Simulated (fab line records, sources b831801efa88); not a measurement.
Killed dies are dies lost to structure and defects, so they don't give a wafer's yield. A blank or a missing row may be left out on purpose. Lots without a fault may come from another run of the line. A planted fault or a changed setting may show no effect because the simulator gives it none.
A struck lot beside a sound one | flow gf180mcu | 27 steps out of a route of 602
Sound: wafers L206.1, L206.4, L206.6. Struck: wafers L222.1, L222.3, L222.4. The cause comes at the end.
At each step with rows: each side's tool, then ch and its chambers, then its first start. Under that, the readings that differ: sound wafers | struck wafers | difference of the means | sigmas: that difference in standard deviations of wafers without a fault.
alike: readings whose means differ by less than 2 such deviations, and words and numbers that are the same on both sides. not compared: withheld readings, readings that some wafer has no value for, bounds like >300 that may hide the same value, and numbers for which the record gives no deviation and whose values overlap.
The two part at a step that has a row with sigmas, a row that says differs or no value, or rows on one side only. Numbers that don't overlap but have no deviation are shown without sigmas and don't part them. A reading that every wafer of one side lacks parts them only if that side has two wafers or more.

GF_NWELL_STRIP_10: strips in O2/N2.
  sound on plasma_asher-01 ch 1, day 4 07:35; struck on plasma_asher-04 ch 0,1, day 7 22:44
  alike: drypump_motor_current_A, heater_power_w, oes_product_au, strip_time_to_endpoint_s
  not compared: rf_hours_counter_h
GF_NWELL_TW_MEAS_11:
  sound on film_metro-02, day 4 07:41; struck on film_metro-02, day 7 22:50
  alike: NWELL_TW
then, 7 steps without rows for these wafers: GF_LVPWELL_DEHYDRATE_00 (time 60 s); GF_LVPWELL_HMDS_01 (prime time 60 s); GF_LVPWELL_COAT_02 (resist thk 3000 nm); GF_LVPWELL_SOFTBAKE_03; GF_LVPWELL_EXPOSE_04 (exposes mask LVPWELL, target cd 600 nm); GF_LVPWELL_PEB_05; GF_LVPWELL_DEVELOP_06 (develop time 60 s).
GF_LVPWELL_OVL_MEAS_07:
  sound on overlay-02, day 4 21:20; struck on overlay-02, day 8 16:05
  alike: LVPWELL_OVL
then, 2 steps without rows for these wafers: GF_LVPWELL_IMPLANT_08; GF_LVPWELL_IMPLANT_09.
GF_LVPWELL_STRIP_10: strips in O2/N2.
  sound on plasma_asher-02 ch 0,1, day 4 21:41; struck on plasma_asher-04 ch 0,1, day 8 16:25
  reading                                   | sound             | struck            | difference                    | sigmas
  oes_product_au (a.u.)                     | 0.726 0.717 0.715 | 0.964 0.975 0.970 | +0.250                        | +60
  strip_time_to_endpoint_s (s)              | 36.99 36.93 36.87 | - - -             | no value on the struck wafers |
  model.coat_of_LVPWELL_COAT_02.thk_nm (nm) | 0 0 0             | 250.4 250.6 250.2 | +250.4                        |
  alike: drypump_motor_current_A, heater_power_w
  not compared: rf_hours_counter_h
GF_LVPWELL_TW_MEAS_11:
  sound on film_metro-01, day 4 21:47; struck on film_metro-04, day 8 16:31
  reading    | sound       | struck      | difference | sigmas
  LVPWELL_TW | 554 558 557 | 564 565 565 | +8         | +2
then, 7 steps without rows for these wafers: GF_MVSD_DEHYDRATE_00 (time 60 s); GF_MVSD_HMDS_01 (prime time 60 s); GF_MVSD_COAT_02 (resist thk 3000 nm); GF_MVSD_SOFTBAKE_03; GF_MVSD_EXPOSE_04 (exposes mask MVSD, target cd 1000 nm); GF_MVSD_PEB_05; GF_MVSD_DEVELOP_06 (develop time 60 s).
GF_MVSD_OVL_MEAS_07:
  sound on overlay-01, day 5 11:50; struck on overlay-01, day 9 09:44
  alike: MVSD_OVL
then, 2 steps without rows for these wafers: GF_MVSD_IMPLANT_08; GF_MVSD_IMPLANT_09.
GF_MVSD_STRIP_10: strips in O2/N2.
  sound on plasma_asher-01 ch 0,1, day 5 12:10; struck on plasma_asher-01 ch 0,1, day 9 10:04
  reading                      | sound             | struck            | difference | sigmas
  strip_time_to_endpoint_s (s) | 36.94 37.03 36.98 | 40.84 40.72 40.78 | +3.80      | +40
  alike: drypump_motor_current_A, heater_power_w, oes_product_au
  not compared: rf_hours_counter_h
GF_MVSD_TW_MEAS_11:
  sound on film_metro-04, day 5 12:16; struck on film_metro-02, day 9 10:10
  reading | sound          | struck         | difference | sigmas
  MVSD_TW | 1582 1581 1577 | 1508 1519 1522 | -64        | -5
then, 1 step without rows for these wafers: GF_MVPSD_DEHYDRATE_00 (time 60 s).

WHERE THEY PART
First at GF_LVPWELL_STRIP_10; last, within this record, at GF_MVSD_TW_MEAS_11.

WHY: what the simulator had put in
Strip aborted: plasma_asher-04, from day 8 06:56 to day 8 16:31, at GF_LVPWELL_STRIP_10. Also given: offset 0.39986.
